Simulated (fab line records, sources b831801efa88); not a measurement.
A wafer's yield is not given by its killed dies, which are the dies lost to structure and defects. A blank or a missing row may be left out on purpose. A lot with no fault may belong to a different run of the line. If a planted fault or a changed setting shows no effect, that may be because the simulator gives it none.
2 desks looking at one fault ; flow sky130 ; each desk holds nothing but its own numbers, with what lay behind them at the end

FROM THE METROLOGY DESK
What the gauges read, lot by lot, whatever tool the lot ran on: means of the sampled wafers that have a number. Marked OUT: a lot whose mean sits more than 4 standard deviations from the usual mean, which makes it out of limits; the brackets give that distance.
Columns: A = cd-nm at SKY_VIA1_CD_MEAS_12, usual 150.0 nm; B = VIA1_OVL at SKY_VIA1_OVL_MEAS_13, usual 3 nm; C = VIA2_HDPCVD_THK at SKY_VIA2_THK_MEAS_01, usual 1175 nm
lot;first seen here;A;B;C
L531;day 33 14:07;150.2;5;1165
L532;day 34 07:37;151.3;3;1164
L535;day 35 03:49;150.3;5;1174
L541;day 37 09:11;149.8;9;1165
L542;day 37 12:10;148.8;14;1173
L543;day 37 20:10;148.5;0;1186
L548;day 39 07:20;149.6;2;1187
L550;day 39 17:17;147.5;-3;1167
L552;day 40 03:22;150.0;2;1165
L553;day 40 15:11;149.9;3;1183
L554;day 42 04:42;147.2;4;1190
Finding of this desk: none of the 11 lots has anything out of limits.

TOOL OWNER'S DESK, rie-metal-02
The tool's own readings at SKY_METAL2_METAL_ETCH_19 (etches the open film in Cl2/BCl3, stops on SiO2, target depth 360 nm, time 78 s): means of the sampled wafers that have a number, for each lot that ran on this tool. Marked OUT: a lot whose mean sits more than 4 standard deviations from the usual mean, which makes it out of limits; the brackets give that distance.
Columns: A = drypump-motor-current-A at SKY_METAL2_METAL_ETCH_19, usual 5.5 A; B = oes-product-au at SKY_METAL2_METAL_ETCH_19, usual 0.853 a.u.; C = rf-fwd-power-W at SKY_METAL2_METAL_ETCH_19, usual 893.9 W; D = throttle-valve-pct at SKY_METAL2_METAL_ETCH_19, usual 22.264 %
lot;first seen here;A;B;C;D
L535;day 36 07:37;5.2;0.861;893.6;22.267
L541;day 38 12:04;5.2;0.765 (-14) OUT;896.8;22.254
L543;day 38 23:27;5.1;0.762 (-14) OUT;893.9;22.269
L553;day 41 12:55;5.2;0.857;895.4;22.260
L554;day 43 05:31;5.2;0.851;895.3;22.267
This desk finds L541, L543 out of limits, L541 being first, at day 38 12:04 (oes-product-au at SKY_METAL2_METAL_ETCH_19). L535, L553, L554: within limits.

ALL TOGETHER
The tool owner's desk had the chance to raise an alarm at day 38 12:04 on L541, L543.
Nothing out of limits was seen by the metrology desk.
The metrology desk holds a record of L541, L543, inside its limits.
The lots listed all ran SKY_METAL2_METAL_ETCH_19 on rie-metal-02.

WHAT THE SIMULATOR HAD INSERTED
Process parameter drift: rie-metal-02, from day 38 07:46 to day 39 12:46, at SKY_METAL2_METAL_ETCH_19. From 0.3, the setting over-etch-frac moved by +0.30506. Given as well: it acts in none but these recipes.
Shown lots that were struck: L541, L543.
Time in hours from fault onset to the first out-of-limits reading at each desk: the tool owner's desk, 4.
